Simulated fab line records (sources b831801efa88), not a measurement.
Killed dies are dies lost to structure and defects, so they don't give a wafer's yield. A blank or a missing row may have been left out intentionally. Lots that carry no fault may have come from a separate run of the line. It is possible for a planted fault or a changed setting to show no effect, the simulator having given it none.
A lot that was struck, set against a sound lot    flow sky130    14 out of 708 route steps
Sound: these wafers, L956.2, L956.4, L956.6. Wafers L955.1, L955.2, L955.6 were the ones struck. The cause comes at the end.
Order at every step that has rows: each side's tool, ch and its chambers, its first start. Under that, the readings that differ: sound wafers    struck wafers    difference of the means    sigmas: that difference in standard deviations of wafers without a fault.
alike: words and numbers the same on both sides, and readings whose means are apart by under 2 such deviations; not compared: readings that were withheld, readings missing a value for some wafer, numbers with overlapping values and no deviation given by the record, and bounds like >300 which may hide the same value.
The two part at a step that has a row with sigmas, a row that says differs or no value, or rows on one side only. Numbers that have no deviation but don't overlap get no sigmas and don't part them. A reading that every wafer of one side lacks parts them only if that side has two wafers or more.

SKY_VIA4_OVL_MEAS_11:
  sound on overlay-02 at day 47 10:55; struck on overlay-02 at day 47 00:51
  alike: VIA4_OVL
then, 1 step without rows for these wafers: SKY_VIA4_ETCH_12 (etches SiO2 in C4F8/O2/Ar, stops on TiN, target depth 580 nm).
SKY_VIA4_STRIP_13: strips in O2/N2.
  sound on plasmaAsher-04 ch 0,1, day 47 11:02; struck on plasmaAsher-01 ch 0,1, day 47 00:58
  alike: drypumpMotorCurrentA, o2FlowSccm, oesProductAu, stripTimeToEndpointS
  not compared: rfHoursCounterH
then, 3 steps without rows for these wafers: SKY_VIA4_STRIP_14 (strips in post etch residue remover, time 1200 s); SKY_VIA4_CLEAN_15 (cleans in IPA, time 180 s); SKY_VIA4_CLEAN_16 (cleans in O3/DIW).
SKY_VIA4_SPUTTER_17: material TiN, target thk 20 nm, time 80 s.
  sound on pvdSputter-02 at day 47 11:40; struck on pvdSputter-01 at day 47 01:34
  alike: cathodeDcPowerW, chamberPressurePa, throttleValvePct
SKY_VIA4_CVD_18: deposits W, target thk 505 nm, time 152.14 s.
  sound on cvdW-01 ch 0, day 47 11:44; struck on cvdW-02 ch 0,1, day 47 01:37
reading           sound        struck       difference  sigmas
heaterPowerW (W)  938 921 905  730 812 728  -165        -2
SKY_VIA4_RS_MEAS_19: measures by four-point-probe.
  sound on filmMetro-03 at day 47 11:54; struck on filmMetro-01 at day 47 01:46
reading             sound              struck             difference  sigmas
VIA4_W_RS (ohm/sq)  0.226 0.226 0.223  0.232 0.232 0.230  +0.006      +2
SKY_VIA4_THK_MEAS_20: measures by xrf.
  sound on filmMetro-03 at day 47 12:01; struck on filmMetro-01 at day 47 01:53
  alike: VIA4_W_THK
then, 1 step without rows for these wafers: SKY_VIA4_CMP_21 (polishes, stops on SiO2, t overpolish 25 s, target thk 0 nm).
SKY_METAL5_SPUTTER_00: material Ti, target thk 15 nm, time 10 s.
  sound on pvdSputter-03 at day 47 12:22; struck on pvdSputter-04 at day 47 02:15
  alike: cathodeDcPowerW, chamberPressurePa, throttleValvePct
SKY_METAL5_SPUTTER_01: material TiN, target thk 20 nm, time 16.7 s.
  sound on pvdSputter-03 at day 47 12:23; struck on pvdSputter-04 at day 47 02:16
  no value came back on the struck wafers for cathodeDcPowerW (W), chamberPressurePa (Pa), throttleValvePct (%); on the sound wafers cathodeDcPowerW (W) reads 6501.0 6498.4 6498.8
SKY_METAL5_SPUTTER_02: material AlCu, target thk 1150 nm, time 61.2 s.
  sound on pvdSputter-03 at day 47 12:25; struck on pvdSputter-04 at day 47 02:18
  alike: cathodeDcPowerW, chamberPressurePa, throttleValvePct

== WHERE THEY PART ==
Earliest at SKY_VIA4_CVD_18; latest, in this record, at SKY_METAL5_SPUTTER_01. Later steps at which nothing parts them and some readings are alike: SKY_METAL5_SPUTTER_02.

WHY: whatever the simulator had introduced
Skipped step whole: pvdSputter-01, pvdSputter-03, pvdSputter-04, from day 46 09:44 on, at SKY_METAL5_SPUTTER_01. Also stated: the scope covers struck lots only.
